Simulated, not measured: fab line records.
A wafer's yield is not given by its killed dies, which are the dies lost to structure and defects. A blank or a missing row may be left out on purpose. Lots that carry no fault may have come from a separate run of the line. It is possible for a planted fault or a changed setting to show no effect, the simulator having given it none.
One fault seen from 2 desks :: flow gf180mcu :: only its own numbers are on each desk; what lay behind them is given at the end

METROLOGY DESK
What the gauges read for every lot (on any tool): the sampled wafers with a number, averaged. Any lot whose mean is over 4 standard deviations away from the usual mean is out of limits and marked OUT; that distance is given in the brackets.
Columns: A = cd_nm at GF_STI_CD_MEAS_12, usual 219.9 nm; B = MVPSD_OVL at GF_MVPSD_OVL_MEAS_07, usual 0.5 nm; C = VT_IMPLANT_OVL at GF_VT_IMPLANT_OVL_MEAS_07, usual 0.0 nm; D = NWELL_RS at GF_VT_IMPLANT_RS_MEAS_47, usual 487.8 ohm/sq; E = LVPWELL_RS at GF_VT_IMPLANT_RS_MEAS_48, usual 1195 ohm/sq
lot: L314
first seen here: day 2 17:17
A: 219.1
B: 1.5
C: 1.4
D: 485.7
E: 1196

lot: L315
first seen here: day 2 22:11
A: 222.6
B: 2.5
C: -0.5
D: 488.2
E: 1192

lot: L316
first seen here: day 3 02:58
A: 219.2
B: 0.5
C: 0.3
D: 489.7
E: 1190

lot: L317
first seen here: day 3 09:35
A: 219.6
B: -0.4
C: 1.0
D: 487.9
E: 1196

lot: L318
first seen here: day 3 14:13
A: 219.7
B: 0.8
C: 1.7
D: 486.5
E: 1193

lot: L319
first seen here: day 3 18:56
A: 219.2
B: 0.4
C: -0.6
D: 500.9 (+11) OUT
E: 1198

lot: L321
first seen here: day 4 04:53
A: 221.3
B: -0.1
C: -0.3
D: 486.4
E: 1190

lot: L322
first seen here: day 4 09:44
A: 220.2
B: 1.1
C: 0.7
D: 501.5 (+11) OUT
E: 1196

lot: L328
first seen here: day 5 17:07
A: 218.0
B: 2.1
C: -0.4
D: 488.8
E: 1192

lot: L329
first seen here: day 5 22:55
A: 218.4
B: 1.8
C: -1.7
D: 487.6
E: 1194

lot: L331
first seen here: day 6 09:25
A: 220.5
B: 0.5
C: -2.6
D: 487.0
E: 1191

lot: L332
first seen here: day 6 13:52
A: 220.0
B: -1.2
C: -2.1
D: 488.5
E: 1196

lot: L333
first seen here: day 6 18:16
A: 219.2
B: -0.6
C: 1.5
D: 487.9
E: 1195
This desk's result: L319, L322 out of limits, first on L319 (NWELL_RS at GF_VT_IMPLANT_RS_MEAS_47), day 9 18:37. L314, L315, L316, L317, L318, L321, L328, L329, L331, L332, L333: within limits.

THE TOOL OWNER'S DESK: implanter-04
The tool's own readings at GF_NWELL_IMPLANT_09: means of the sampled wafers that have a number, for each lot that ran on this tool. Any lot whose mean is over 4 standard deviations away from the usual mean is out of limits and marked OUT; that distance is given in the brackets.
Columns: A = dose_ions_cm2 at GF_NWELL_IMPLANT_09, usual 4.001e+12; B = faraday_current_uA at GF_NWELL_IMPLANT_09, usual 22.5
lot: L316
first seen here: day 4 10:58
A: 4.000e+12
B: 22.2

lot: L318
first seen here: day 4 22:48
A: 3.998e+12
B: 22.3

lot: L319
first seen here: day 5 03:36
A: 3.303e+12 (-99 or more) OUT
B: 18.6 (-8.9) OUT

lot: L322
first seen here: day 5 20:17
A: 3.296e+12 (-99 or more) OUT
B: 18.8 (-8.4) OUT

lot: L332
first seen here: day 8 02:24
A: 4.000e+12
B: 22.6
This desk's verdict: out of limits on L319, L322, starting with L319 at day 5 03:36 (dose_ions_cm2 at GF_NWELL_IMPLANT_09). L316, L318, L332: within limits.

PUT TOGETHER
At day 5 03:36, on L319, L322, the tool owner's desk was in a position to raise an alarm.
The metrology desk could have raised an alarm at day 9 18:37, on L319, L322.
Of the lots named, all ran GF_NWELL_IMPLANT_09 on implanter-04.

WHAT HAD BEEN PUT IN BY THE SIMULATOR
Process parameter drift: implanter-04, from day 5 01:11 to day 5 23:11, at GF_NWELL_IMPLANT_09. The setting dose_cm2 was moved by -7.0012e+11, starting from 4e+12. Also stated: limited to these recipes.
Struck lots among those shown: L319, L322.
Time in hours from fault onset to the first out-of-limits reading at each desk: tool owner's desk 2, metrology desk 113.
